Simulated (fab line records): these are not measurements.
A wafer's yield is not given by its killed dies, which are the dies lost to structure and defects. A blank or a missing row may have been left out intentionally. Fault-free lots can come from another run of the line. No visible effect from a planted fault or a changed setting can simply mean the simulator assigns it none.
Chamber matching :: flow gf180mcu :: rie diel-04 running GF_V2_ETCH_16: 4 sister chambers
The step etches BARC in N2/H2. 8 wafers are shown with their chamber, then 9 later ones without.

## EACH WAFER AND ITS CHAMBER
wafer: L082.2
chamber: 2
drypump motor current A (A): 6.11
oes product au (a.u.): 0.856

wafer: L082.4
chamber: 1
drypump motor current A (A): 5.64
oes product au (a.u.): 0.861

wafer: L082.5
chamber: 1
drypump motor current A (A): 5.67
oes product au (a.u.): 0.847

wafer: L085.1
chamber: 2
drypump motor current A (A): 6.15
oes product au (a.u.): 0.851

wafer: L085.6
chamber: 3
drypump motor current A (A): 5.72
oes product au (a.u.): 0.854

wafer: L086.3
chamber: 0
drypump motor current A (A): 5.99
oes product au (a.u.): 0.857

wafer: L086.5
chamber: 3
drypump motor current A (A): 5.73
oes product au (a.u.): 0.858

wafer: L086.6
chamber: 0
drypump motor current A (A): 5.99
oes product au (a.u.): 0.851

## WAFERS WHOSE CHAMBER IS MISSING
wafer: L090.1
drypump motor current A (A): 5.63
oes product au (a.u.): 0.859

wafer: L090.4
drypump motor current A (A): 5.75
oes product au (a.u.): 0.853

wafer: L090.5
drypump motor current A (A): 5.64
oes product au (a.u.): 0.854

wafer: L091.2
drypump motor current A (A): 5.71
oes product au (a.u.): 0.858

wafer: L091.3
drypump motor current A (A): 5.64
oes product au (a.u.): 0.860

wafer: L091.6
drypump motor current A (A): 5.71
oes product au (a.u.): 0.855

wafer: L093.1
drypump motor current A (A): 5.74
oes product au (a.u.): 0.857

wafer: L093.3
drypump motor current A (A): 5.63
oes product au (a.u.): 0.859

wafer: L093.6
drypump motor current A (A): 5.74
oes product au (a.u.): 0.850

## EACH ONE'S CHAMBER
wafer: L090.1
from the rows above: 1
in truth: 1

wafer: L090.4
from the rows above: 3
in truth: 3

wafer: L090.5
from the rows above: 1
in truth: 1

wafer: L091.2
from the rows above: 3
in truth: 3

wafer: L091.3
from the rows above: 1
in truth: 1

wafer: L091.6
from the rows above: 3
in truth: 3

wafer: L093.1
from the rows above: 3
in truth: 3

wafer: L093.3
from the rows above: 1
in truth: 1

wafer: L093.6
from the rows above: 3
in truth: 3
Correct placement for 9 of the 9. From these rows, 0 cannot be placed. Number placed wrongly: 0.
How it was worked out, from the rows above alone: a wafer's distance from a chamber is the root of the sum, over the readings, of the square of ((its reading less the chamber's mean) divided by the reading's scatter). The wafer belongs to the nearest chamber; if the next one is less than 2 further off, it can't be placed. A chamber's mean is the mean of its shown wafers. How the scatter is found: for the shown wafers, subtract from each reading the mean of its chamber, square and add these, divide the total by (wafers less chambers), then take the root.
